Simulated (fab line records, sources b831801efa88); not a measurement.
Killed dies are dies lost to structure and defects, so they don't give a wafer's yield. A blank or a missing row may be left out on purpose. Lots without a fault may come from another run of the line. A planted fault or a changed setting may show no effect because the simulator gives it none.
Chamber matching | flow gf180mcu | GF_CONTACT_CMP_27 on cmp-01: 4 sister chambers
The step polishes, stops on SiO2, t overpolish 15 s, target thk 0 nm. 14 wafers are shown with their chamber, then 7 later ones without.

WAFERS WITH THEIR CHAMBER
wafer  | chamber | motor_current_A (A) | time_to_endpoint_s (s)
L426.3 | 2       | 10.1                | 75
L426.5 | 2       | 10.3                | 72
L426.6 | 3       | 12.6                | 72
L428.1 | 3       | 13.1                | 73
L428.2 | 0       | 9.9                 | 76
L428.6 | 2       | 10.2                | 71
L429.1 | 3       | 13.3                | 71
L429.4 | 2       | 10.1                | 74
L429.6 | 2       | 10.2                | 73
L432.2 | 2       | 10.2                | 69
L432.5 | 1       | 10.6                | 68
L432.6 | 0       | 10.5                | 72
L433.1 | 2       | 10.1                | 69
L433.3 | 3       | 13.7                | 72

SIGNATURES (means of the wafers above)
reading            | chamber 0 | chamber 1 | chamber 2 | chamber 3 | scatter within a chamber
motor_current_A    | 10.200    | 10.600    | 10.171    | 13.175    | 0.29
time_to_endpoint_s | 74.00     | 68.00     | 71.86     | 72.00     | 2.07
Rule: a wafer's distance from a chamber is the root of the sum, over the readings, of the square of ((its reading less the chamber's mean) divided by the reading's scatter). The wafer belongs to the nearest chamber; if the next one is less than 2 further off, it can't be placed. The scatter: the root of (the sum of the squares of (reading less its chamber's mean) over the shown wafers, divided by (wafers less chambers)).

WAFERS WITHOUT THEIR CHAMBER
wafer  | motor_current_A (A) | time_to_endpoint_s (s)
L433.6 | 12.5                | 69
L434.1 | 9.6                 | 76
L434.5 | 10.7                | 76
L434.6 | 10.5                | 76
L449.2 | 12.9                | 73
L449.5 | 10.5                | 80
L449.6 | 10.1                | 75

WHICH CHAMBER EACH WENT THROUGH
wafer  | from the rows above          | in truth
L433.6 | 3                            | 3
L434.1 | can't be placed: 0 or 2      | 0
L434.5 | can't be placed: 0 or 2 or 1 | 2
L434.6 | can't be placed: 0 or 2      | 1
L449.2 | 3                            | 3
L449.5 | can't be placed: 0 or 2      | 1
L449.6 | can't be placed: 0 or 2      | 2
Placed correctly: 2 of 7. Can't be placed from these rows: 5 (the true chamber is among the candidates in 3). Placed wrongly: 0.
